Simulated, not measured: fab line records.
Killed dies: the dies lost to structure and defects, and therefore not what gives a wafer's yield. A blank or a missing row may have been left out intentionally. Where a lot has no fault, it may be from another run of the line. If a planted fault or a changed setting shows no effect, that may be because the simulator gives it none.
What tool caused it? + flow gf180mcu + 42 wafers from 14 lots sampled at 4 of the route's 602 steps

## WHAT THE GAUGES READ, wafer by wafer
GF_V1_THK_MEAS_01.
| lot  | measured     | on           | V1_CVD_00_THK (nm) |
|------|--------------|--------------|--------------------|
| L772 | day 17 17:14 | filmMetro-03 | 611 609 603        |
| L774 | day 19 00:32 | filmMetro-04 | 604 598 599        |
| L775 | day 19 07:01 | filmMetro-03 | 591 602 593        |
| L776 | day 19 14:59 | filmMetro-04 | 607 605 602        |
| L777 | day 19 21:37 | filmMetro-03 | 604 603 608        |
| L778 | day 20 07:49 | filmMetro-03 | 591 602 592        |
| L779 | day 21 00:06 | filmMetro-03 | 594 592 599        |
| L781 | day 21 16:07 | filmMetro-03 | 611 608 606        |
| L782 | day 22 00:25 | filmMetro-04 | 598 601 602        |
| L784 | day 22 06:35 | filmMetro-04 | 597 604 596        |
| L786 | day 23 02:26 | filmMetro-01 | 593 590 603        |
| L787 | day 23 11:07 | filmMetro-01 | 606 604 595        |
| L789 | day 23 23:37 | filmMetro-01 | 604 602 600        |
| L792 | day 24 20:40 | filmMetro-03 | 591 601 604        |

## EACH LOT AND THE TOOL THAT RAN IT (in order: tool; ch and the chambers of the sampled wafers; start)
| lot  | GF_VT_IMPLANT_DEVELOP_17         | GF_HV_LDD_ETCHBACK_58             | GF_CONTACT_CVD_24            |
|------|----------------------------------|-----------------------------------|------------------------------|
| L772 | lithoTrack-02 ch 0, day 6 16:32  | rieDiel-02 ch 1,2, day 13 00:48   | cvdW-02 ch 0,1, day 16 16:09 |
| L774 | lithoTrack-01 ch 0, day 7 14:07  | rieDiel-02 ch 0,1,3, day 14 03:32 | cvdW-01 ch 0,1, day 17 22:59 |
| L775 | lithoTrack-02 ch 0, day 7 17:40  | rieDiel-01 ch 0,1,3, day 14 09:56 | cvdW-02 ch 0,1, day 18 05:14 |
| L776 | lithoTrack-01 ch 0, day 7 23:04  | rieDiel-01 ch 1,2, day 14 15:42   | cvdW-01 ch 0,1, day 18 13:02 |
| L777 | lithoTrack-01 ch 0, day 8 03:49  | rieDiel-01 ch 0,1,2, day 14 20:36 | cvdW-01 ch 0,1, day 18 19:14 |
| L778 | lithoTrack-02 ch 0, day 8 12:13  | rieDiel-04 ch 1,2, day 15 07:00   | cvdW-01 ch 0,1, day 19 05:45 |
| L779 | lithoTrack-02 ch 0, day 8 17:37  | rieDiel-02 ch 0,2,3, day 15 20:41 | cvdW-01 ch 0,1, day 19 22:00 |
| L781 | lithoTrack-03 ch 0, day 9 06:32  | rieDiel-04 ch 0,2,3, day 16 13:33 | cvdW-01 ch 0,1, day 20 14:14 |
| L782 | lithoTrack-02 ch 0, day 9 11:16  | rieDiel-02 ch 2,3, day 16 18:38   | cvdW-02 ch 0, day 20 22:38   |
| L784 | lithoTrack-01 ch 0, day 9 21:03  | rieDiel-04 ch 0,1,3, day 17 02:39 | cvdW-02 ch 0,1, day 21 05:09 |
| L786 | lithoTrack-03 ch 0, day 10 10:37 | rieDiel-02 ch 1,2, day 17 22:43   | cvdW-01 ch 0,1, day 22 02:14 |
| L787 | lithoTrack-01 ch 0, day 10 17:54 | rieDiel-04 ch 2,3, day 18 08:47   | cvdW-01 ch 1, day 22 10:53   |
| L789 | lithoTrack-02 ch 0, day 11 03:26 | rieDiel-02 ch 0,1,2, day 18 21:04 | cvdW-01 ch 0,1, day 22 23:32 |
| L792 | lithoTrack-01 ch 0, day 12 01:47 | rieDiel-04 ch 1,2, day 19 19:35   | cvdW-02 ch 0,1, day 23 20:53 |
- GF_VT_IMPLANT_DEVELOP_17: develop time 60 s.
- GF_HV_LDD_ETCHBACK_58: etches Si3N4 in CH3F/O2, stops on SiO2, time 100 s, target depth 90 nm.
- GF_CONTACT_CVD_24: deposits W, target thk 300 nm, time 90.339 s.

## AS READ BY THE TOOLS THEMSELVES (means over the sampled wafers that have a number; for cases with no such wafer, the mark the record gives instead)
GF_VT_IMPLANT_DEVELOP_17.
| lot  | tool          | developerTempC (C) | exhaustPa (Pa) |
|------|---------------|--------------------|----------------|
| L772 | lithoTrack-02 | 22.93              | 43.2           |
| L774 | lithoTrack-01 | 22.99              | 44.7           |
| L775 | lithoTrack-02 | 22.93              | 45.6           |
| L776 | lithoTrack-01 | 22.87              | 44.9           |
| L777 | lithoTrack-01 | 22.93              | 45.4           |
| L778 | lithoTrack-02 | 22.95              | 43.8           |
| L779 | lithoTrack-02 | 23.20              | 45.9           |
| L781 | lithoTrack-03 | 23.01              | 45.0           |
| L782 | lithoTrack-02 | 22.94              | 44.9           |
| L784 | lithoTrack-01 | 23.02              | 45.0           |
| L786 | lithoTrack-03 | 22.88              | 45.3           |
| L787 | lithoTrack-01 | 22.06              | 44.5           |
| L789 | lithoTrack-02 | 23.01              | 45.3           |
| L792 | lithoTrack-01 | 22.14              | 45.6           |

GF_HV_LDD_ETCHBACK_58.
| lot  | tool       | drypumpMotorCurrentA (A) | oesProductAu (a.u.) | rfFwdPowerW (W) | throttleValvePct (%) |
|------|------------|--------------------------|---------------------|-----------------|----------------------|
| L772 | rieDiel-02 | 6.1                      | 0.844               | 397.5           | 10.557               |
| L774 | rieDiel-02 | 5.6                      | 0.839               | 398.7           | 10.562               |
| L775 | rieDiel-01 | 5.9                      | 0.849               | 398.0           | 10.565               |
| L776 | rieDiel-01 | 5.7                      | 0.841               | 399.0           | 10.559               |
| L777 | rieDiel-01 | 5.8                      | 0.837               | 398.7           | 10.564               |
| L778 | rieDiel-04 | 5.7                      | 0.840               | 398.2           | 10.570               |
| L779 | rieDiel-02 | 5.7                      | 0.844               | 397.9           | 10.562               |
| L781 | rieDiel-04 | 5.9                      | 0.841               | 397.1           | 10.564               |
| L782 | rieDiel-02 | 5.6                      | 0.837               | 398.5           | 10.561               |
| L784 | rieDiel-04 | 5.9                      | 0.853               | 398.2           | 10.562               |
| L786 | rieDiel-02 | 6.2                      | 0.838               | 398.4           | 10.559               |
| L787 | rieDiel-04 | 5.6                      | 0.839               | 396.5           | 10.568               |
| L789 | rieDiel-02 | 5.9                      | 0.845               | 397.4           | 10.562               |
| L792 | rieDiel-04 | 5.8                      | 0.848               | 398.0           | 10.556               |

GF_CONTACT_CVD_24.
| lot  | tool    | heaterPowerW (W) |
|------|---------|------------------|
| L772 | cvdW-02 | 1006             |
| L774 | cvdW-01 | 900              |
| L775 | cvdW-02 | 984              |
| L776 | cvdW-01 | 865              |
| L777 | cvdW-01 | 868              |
| L778 | cvdW-01 | 907              |
| L779 | cvdW-01 | 882              |
| L781 | cvdW-01 | 910              |
| L782 | cvdW-02 | 932              |
| L784 | cvdW-02 | 1086             |
| L786 | cvdW-01 | 884              |
| L787 | cvdW-01 | 939              |
| L789 | cvdW-01 | 871              |
| L792 | cvdW-02 | 1014             |

## THE ANSWER, worked out from the rows above alone
Rule: what is usual is taken from the lots themselves. Put in order of their means at a reading, lots are off if they are a third of the lots or fewer, leave a main group of 4 or more, and stand apart from it by a gap of 3 or more times the standard deviation of the main group's means; of several such gaps the widest counts. A main group is skipped when, at the precision printed for the reading in the tables above, its means are all equal. Also off: a lot with no number at a reading for which 4 or more lots have one. Where the step has rows for the other lots, those lots are counted as sound. Order of review: gauges by route order, followed by the tools' own readings, for which a lot's mean as printed above is used. At the first step where some lot is off, the reading lying furthest off is the one used; lots without a number count as furthest.
Off: L787, L792, at GF_VT_IMPLANT_DEVELOP_17 (developerTempC). Mean 22.97 C and standard deviation 0.083 in the main group.
If a tool, at that step or one of the process steps before it, ran each lot that is off and ran no sound lot following the first of them, it fits. One candidate fits, namely lithoTrack-01 at GF_VT_IMPLANT_DEVELOP_17. A fault onset in the window from L784 (day 9 21:03, its last sound lot) to L787 (day 10 17:54, its first lot off) fits.
The tool's own readings at GF_VT_IMPLANT_DEVELOP_17 bear it out: on the lots that are off they differ by more than 5 times the standard deviation of the sound lots' means. developerTempC reads 22.10 C there against 22.97 C on the sound lots.

## WHAT HAD BEEN PUT IN BY THE SIMULATOR
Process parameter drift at GF_VT_IMPLANT_DEVELOP_17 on lithoTrack-01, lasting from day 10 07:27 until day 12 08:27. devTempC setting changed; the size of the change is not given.
Lots struck among those shown: L787, L792. The same result came from the rule above.
